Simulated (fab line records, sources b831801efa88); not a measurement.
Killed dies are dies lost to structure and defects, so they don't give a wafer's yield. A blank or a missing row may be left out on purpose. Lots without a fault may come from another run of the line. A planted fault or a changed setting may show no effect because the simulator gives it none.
Which tool did it? | flow sky130 | 13 lots, 39 wafers sampled, at 4 steps of a route of 708

WHAT THE GAUGES READ, wafer by wafer
SKY_VIA3_THK_MEAS_23: measures by xrf. Usual: VIA3_W_THK 401 nm, standard deviation 10.
lot  | measured     | on            | VIA3_W_THK (nm) | flag
L861 | day 39 21:08 | film_metro-03 | 395 397 402     |
L862 | day 39 21:31 | film_metro-04 | 385 390 380     |
L863 | day 40 17:28 | film_metro-03 | 403 405 415     |
L866 | day 40 20:32 | film_metro-03 | 418 412 394     |
L869 | day 42 06:31 | film_metro-01 | 415 400 411     |
L871 | day 42 17:44 | film_metro-01 | 412 418 393     |
L872 | day 42 06:13 | film_metro-03 | 400 414 418     |
L875 | day 44 03:23 | film_metro-01 | 416 393 417     |
L876 | day 44 09:05 | film_metro-03 | 408 392 408     |
L881 | day 45 18:23 | film_metro-03 | 389 392 410     |
L882 | day 45 15:50 | film_metro-03 | 395 394 388     |
L883 | day 45 22:27 | film_metro-03 | 393 391 393     |
L884 | day 46 00:49 | film_metro-04 | 381 388 388     |

SKY_PASSIVATION_THK_MEAS_01. Usual: PASSIVATION_CVD_00_THK 90.0 nm, standard deviation 1.2.
lot  | measured     | on            | PASSIVATION_CVD_00_THK (nm) | flag
L861 | day 44 01:18 | film_metro-04 | 88.0 89.7 89.3              |
L862 | day 44 02:38 | film_metro-03 | 89.9 90.3 90.7              |
L863 | day 44 20:06 | film_metro-04 | 90.5 90.8 92.2              |
L866 | day 44 22:40 | film_metro-04 | 89.9 88.4 91.1              |
L869 | day 46 04:38 | film_metro-03 | 87.5 89.5 88.9              |
L871 | day 46 15:44 | film_metro-01 | 88.4 91.0 90.0              |
L872 | day 46 02:13 | film_metro-04 | 88.3 91.7 92.0              |
L875 | day 47 20:33 | film_metro-03 | 88.9 89.0 89.8              |
L876 | day 47 23:47 | film_metro-03 | 89.2 90.7 91.8              |
L881 | day 49 05:33 | film_metro-01 | 89.7 89.6 92.2              |
L882 | day 49 03:23 | film_metro-01 | 91.3 90.9 91.8              |
L883 | day 49 11:00 | film_metro-01 | 88.3 90.4 89.9              |
L884 | day 49 11:55 | film_metro-01 | 90.7 90.8 91.8              |

WHICH TOOL RAN EACH LOT (tool, then ch and the chambers of the sampled wafers, then the start)
lot  | SKY_VT_ADJUST_HVTP_STRIP_10          | SKY_METAL4_SPUTTER_00
L861 | plasma_asher-01 ch 0, day 6 08:08    | pvd_sputter-01, day 39 21:30
L862 | plasma_asher-01 ch 0,1, day 6 09:19  | pvd_sputter-03, day 39 21:51
L863 | plasma_asher-03 ch 0,1, day 6 14:37  | pvd_sputter-01, day 40 17:47
L866 | plasma_asher-02 ch 0,1, day 7 06:44  | pvd_sputter-01, day 40 20:53
L869 | plasma_asher-01 ch 0,1, day 8 11:59  | pvd_sputter-03, day 42 06:53
L871 | plasma_asher-01 ch 0,1, day 8 15:53  | pvd_sputter-03, day 42 18:30
L872 | plasma_asher-01 ch 0,1, day 8 20:23  | pvd_sputter-03, day 42 06:34
L875 | plasma_asher-02 ch 0,1, day 10 01:59 | pvd_sputter-01, day 44 03:44
L876 | plasma_asher-02 ch 0,1, day 10 05:58 | pvd_sputter-03, day 44 09:26
L881 | plasma_asher-03 ch 0,1, day 11 16:02 | pvd_sputter-02, day 45 18:49
L882 | plasma_asher-01 ch 0,1, day 11 22:23 | pvd_sputter-02, day 45 16:12
L883 | plasma_asher-02 ch 0,1, day 12 01:35 | pvd_sputter-02, day 45 22:48
L884 | plasma_asher-03 ch 0,1, day 12 04:11 | pvd_sputter-01, day 46 01:10
- SKY_VT_ADJUST_HVTP_STRIP_10: strips in O2/N2.
- SKY_METAL4_SPUTTER_00: material Ti, target thk 15 nm, time 10 s.

WHAT THE TOOLS THEMSELVES READ (means of the sampled wafers that have a number; where no wafer has one, the mark that the record gives instead)
SKY_VT_ADJUST_HVTP_STRIP_10. Usual: drypump_motor_current_A 5.5 A, standard deviation 0.59; o2_flow_sccm 3000 sccm, standard deviation 8.5; oes_product_au 0.715 a.u., standard deviation 0.0044; strip_time_to_endpoint_s 14.19 s, standard deviation 0.039.
lot  | tool            | drypump_motor_current_A (A) | o2_flow_sccm (sccm) | oes_product_au (a.u.) | strip_time_to_endpoint_s (s) | flag
L861 | plasma_asher-01 | 4.9                         | 3014                | 0.712                 | 14.24                        |
L862 | plasma_asher-01 | 5.1                         | 3006                | 0.717                 | 14.18                        |
L863 | plasma_asher-03 | 5.6                         | 3006                | 0.715                 | 14.19                        |
L866 | plasma_asher-02 | 6.3                         | 2994                | 0.717                 | 14.16                        |
L869 | plasma_asher-01 | 5.2                         | 2992                | 0.717                 | 14.23                        |
L871 | plasma_asher-01 | 5.1                         | 3006                | 0.719                 | 14.17                        |
L872 | plasma_asher-01 | 5.4                         | 2998                | 0.712                 | 14.17                        |
L875 | plasma_asher-02 | 6.3                         | 3004                | 0.713                 | 14.21                        |
L876 | plasma_asher-02 | 6.3                         | 3000                | 0.717                 | 14.14                        |
L881 | plasma_asher-03 | 5.3                         | 2995                | 0.713                 | 14.19                        |
L882 | plasma_asher-01 | 5.2                         | 3001                | 0.715                 | 14.16                        |
L883 | plasma_asher-02 | 6.3                         | 3004                | 0.715                 | 14.17                        |
L884 | plasma_asher-03 | 5.6                         | 2994                | 0.715                 | 14.20                        |

SKY_METAL4_SPUTTER_00. Usual: cathode_dc_power_W 3000.0 W, standard deviation 0.57; chamber_pressure_pa 0.4000 Pa, standard deviation 0.0008; throttle_valve_pct 30.3 %, standard deviation 1.3.
lot  | tool           | cathode_dc_power_W (W) | chamber_pressure_pa (Pa) | throttle_valve_pct (%) | flag
L861 | pvd_sputter-01 | 2999.8                 | 0.3999                   | 29.8                   |
L862 | pvd_sputter-03 | 2999.8                 | 0.4002                   | 30.7                   |
L863 | pvd_sputter-01 | 3000.7                 | 0.3999                   | 31.0                   |
L866 | pvd_sputter-01 | 3000.2                 | 0.4004                   | 30.9                   |
L869 | pvd_sputter-03 | 2999.8                 | 0.3999                   | 30.7                   |
L871 | pvd_sputter-03 | 3000.6                 | 0.4007                   | 30.1                   |
L872 | pvd_sputter-03 | 3000.6                 | 0.4005                   | 30.6                   |
L875 | pvd_sputter-01 | 2999.9                 | 0.3994                   | 31.6                   |
L876 | pvd_sputter-03 | 2999.9                 | 0.4002                   | 30.5                   |
L881 | pvd_sputter-02 | 2999.8                 | 0.3993                   | 30.6                   |
L882 | pvd_sputter-02 | 3000.0                 | 0.3999                   | 30.1                   |
L883 | pvd_sputter-02 | 3000.0                 | 0.3993                   | 30.4                   |
L884 | pvd_sputter-01 | 3000.1                 | 0.4012                   | 31.1                   |

THE ANSWER, worked out from the rows above alone
Rule: a lot is off if the mean of its wafers that have a number lies more than 3 standard deviations from the usual mean. A lot without any number at a reading at which 4 lots or more have one is off too. The other lots that the step has rows for count as sound. The gauges are gone through in route order, then the tools' own readings, and for those a lot's mean is taken as printed above. The first step at which some lot is off is used, and at that step the reading that is off furthest; a lot without a number counts as furthest.
No lot is off at any reading shown: from this, nothing can be told.

WHAT THE SIMULATOR HAD PUT IN
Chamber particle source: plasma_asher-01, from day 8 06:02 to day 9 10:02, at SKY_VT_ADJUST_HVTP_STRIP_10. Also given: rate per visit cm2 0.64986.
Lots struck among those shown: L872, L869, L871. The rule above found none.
